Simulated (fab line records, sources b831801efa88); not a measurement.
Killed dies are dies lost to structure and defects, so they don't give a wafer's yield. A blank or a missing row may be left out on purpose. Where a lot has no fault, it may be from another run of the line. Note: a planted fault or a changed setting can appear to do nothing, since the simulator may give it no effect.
Chamber matching + flow sky130 + 4 sister chambers for SKY_VIA3_CMP_02 on cmp-02
The step polishes SiO2. 4 wafers are shown with their chamber, then 11 later ones without.

== WAFERS, EACH WITH ITS CHAMBER ==
| wafer  | chamber | motor-current-A (A) |
|--------|---------|---------------------|
| L139.1 | 2       | 13.1                |
| L139.6 | 1       | 11.7                |
| L141.2 | 0       | 10.5                |
| L143.1 | 3       | 12.1                |

== WAFERS WHOSE CHAMBER IS MISSING ==
| wafer  | motor-current-A (A) |
|--------|---------------------|
| L143.3 | 11.5                |
| L143.5 | 11.3                |
| L148.2 | 12.0                |
| L148.3 | 10.6                |
| L148.5 | 12.1                |
| L149.4 | 10.8                |
| L149.5 | 10.4                |
| L149.6 | 11.7                |
| L153.1 | 11.5                |
| L153.2 | 12.4                |
| L153.6 | 11.7                |

== WHICH CHAMBER EACH WENT THROUGH ==
| wafer  | from the rows above          | in truth                   |
|--------|------------------------------|----------------------------|
| L143.3 | can't be placed: 1 or 3      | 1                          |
| L143.5 | can't be placed: 1 or 3 or 0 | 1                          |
| L148.2 | can't be placed: 3 or 1      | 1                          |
| L148.3 | 0                            | 0                          |
| L148.5 | can't be placed: 3 or 1      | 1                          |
| L149.4 | 0                            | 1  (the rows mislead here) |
| L149.5 | 0                            | 0                          |
| L149.6 | can't be placed: 1 or 3      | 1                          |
| L153.1 | can't be placed: 1 or 3      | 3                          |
| L153.2 | can't be placed: 3 or 2 or 1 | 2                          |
| L153.6 | can't be placed: 1 or 3      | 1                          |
Correctly placed: 2 of 11. Cannot be placed on the basis of these rows: 8; the candidates contain the true chamber in 8. 1 placed wrongly.
How it was worked out, from the rows above alone: a wafer's distance from a chamber is the root of the sum, over the readings, of the square of ((its reading less the chamber's mean) divided by the reading's scatter). The wafer belongs to the nearest chamber; if the next one is less than 2 further off, it can't be placed. For every chamber, the mean is computed from those of its wafers that are shown. The scatter: root of mean squared gap, hidden wafer to nearest shown wafer, with one shown wafer a chamber.
